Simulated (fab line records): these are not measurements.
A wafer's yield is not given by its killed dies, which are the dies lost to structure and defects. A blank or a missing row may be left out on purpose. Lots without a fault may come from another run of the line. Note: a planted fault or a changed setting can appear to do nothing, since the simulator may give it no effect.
Comparing a struck lot with a sound one -- flow sfq-line -- 15 out of 325 route steps
Sound: the wafers L613.4, L613.5, L613.6. Struck: wafers L622.1, L622.4 (left out: L622.5, a lot-mate that was not struck); the cause follows at the end.
Each step with rows lists, per side, the tool, then ch with its chambers, then its first start. Under that, the readings that differ: sound wafers -- struck wafers -- difference of the means -- sigmas: that difference in standard deviations of wafers without a fault.
alike: words and numbers the same on both sides, and readings whose means are apart by under 2 such deviations; not compared: readings that were withheld, readings missing a value for some wafer, numbers with overlapping values and no deviation given by the record, and bounds like >300 which may hide the same value.
A row with sigmas, a row that says differs or no value, or rows on one side alone: a step with any of these is where the two part. Non-overlapping numbers with no deviation appear without sigmas and do not part them. A reading that every wafer of one side lacks parts them only if that side has two wafers or more.

SFQ_TRILAYER_JJ_CE_BARC_OPEN_RIE_150: chemistry O2, target BARC, target depth 240 nm, time 80 s.
  sound on rie-metal-03 ch 1, day 44 10:21; struck on rie-metal-03 ch 0,1, day 48 00:00
  alike: chamber-pressure-mTorr, drypump-motor-current-A, oes-product-au, rf-fwd-power-W
  not compared: rf-hours-counter-h
SFQ_TRILAYER_JJ_CE_ETCH_RIE_118: chemistry SF6, target Nb, stops on Al2O3, time 97.7 s, target depth 170 nm.
  sound on rie-metal-03 ch 1, day 44 10:33; struck on rie-metal-03 ch 0,1, day 48 00:05
  alike: chamber-pressure-mTorr, drypump-motor-current-A, oes-product-au, rf-fwd-power-W
  not compared: rf-hours-counter-h
after that, 1 step had no rows for these wafers: SFQ_TRILAYER_JJ_ANODIZE_ANODIZE_119.
SFQ_TRILAYER_JJ_CE_STRIP_STRIP_120: strips in O2.
  sound on rie-metal-01 ch 0,1, day 44 11:21; struck on rie-metal-01 ch 0, day 48 00:42
  alike: chamber-pressure-mTorr, drypump-motor-current-A, oes-product-au
  not compared: rf-hours-counter-h
then, 7 steps without rows for these wafers: SFQ_TRILAYER_JJ_CE_STRIP_SOLV_CLEAN_121 (cleans in NMP, time 600 s); SFQ_TRILAYER_M5_LITHO_COAT_128 (resist thk 62 nm); SFQ_TRILAYER_M5_LITHO_COAT_123 (resist thk 600 nm); SFQ_TRILAYER_M5_LITHO_SOFTBAKE_127; SFQ_TRILAYER_M5_LITHO_EXPOSE_124 (exposes mask M5, target cd 700 nm); SFQ_TRILAYER_M5_LITHO_PEB_126 (peb time 60 s); SFQ_TRILAYER_M5_LITHO_DEVELOP_125 (time 60 s).
-- the record jumps here: 2 days lie between the struck wafers' starts before and after --
SFQ_M5_OVL_MEAS_932:
  sound: overlay-02 at day 46 05:04; struck: overlay-01 at day 50 05:04
reading,sound,struck,difference,sigmas
M5_OVL (nm),5 10 6,-11 -9,-17,-3
SFQ_TRILAYER_M5_BARC_OPEN_METAL_ETCH_161: etches BARC in O2, target depth 125 nm, time 41.7 s.
  sound on rie-metal-03 ch 0,1, day 46 05:07; struck on rie-metal-03 ch 0,1, day 50 05:06
reading,sound,struck,difference,sigmas
chamber-pressure-mTorr (mTorr),9.996 9.993 9.978,10.005 10.007,+0.017,+2
model.KrF_of_TRILAYER_M5_LITHO_COAT_123.thk-nm (nm),523 522.6 523.9,535.2 537,+12.9,
  alike: drypump-motor-current-A, oes-product-au, rf-fwd-power-W
  not compared: rf-hours-counter-h
SFQ_TRILAYER_M5_ETCH_METAL_ETCH_126: etches Nb in Cl2/BCl3, stops on SiO2, time 203.2 s, target depth 265 nm.
  sound on rie-metal-03 ch 0,1, day 46 05:13; struck on rie-metal-03 ch 0,1, day 50 05:10
reading,sound,struck,difference,sigmas
model.KrF_of_TRILAYER_M5_LITHO_COAT_123.thk-nm (nm),370 369.7 369.9,381.2 384.8,+13.1,
  alike: chamber-pressure-mTorr, drypump-motor-current-A, oes-product-au, rf-fwd-power-W
  not compared: rf-hours-counter-h
SFQ_TRILAYER_M5_STRIP_STRIP_127: strips in O2.
  sound on rie-metal-03 ch 0,1, day 46 05:32; struck on rie-metal-03 ch 0,1, day 50 05:22
  alike: chamber-pressure-mTorr, drypump-motor-current-A, oes-product-au
  not compared: rf-hours-counter-h

WHERE THEY PART
Last at SFQ_TRILAYER_M5_BARC_OPEN_METAL_ETCH_161 as far as this record goes, first at SFQ_M5_OVL_MEAS_932. Later steps at which nothing parts them and some readings are alike: SFQ_TRILAYER_M5_ETCH_METAL_ETCH_126, SFQ_TRILAYER_M5_STRIP_STRIP_127.

WHY: what had been put in by the simulator
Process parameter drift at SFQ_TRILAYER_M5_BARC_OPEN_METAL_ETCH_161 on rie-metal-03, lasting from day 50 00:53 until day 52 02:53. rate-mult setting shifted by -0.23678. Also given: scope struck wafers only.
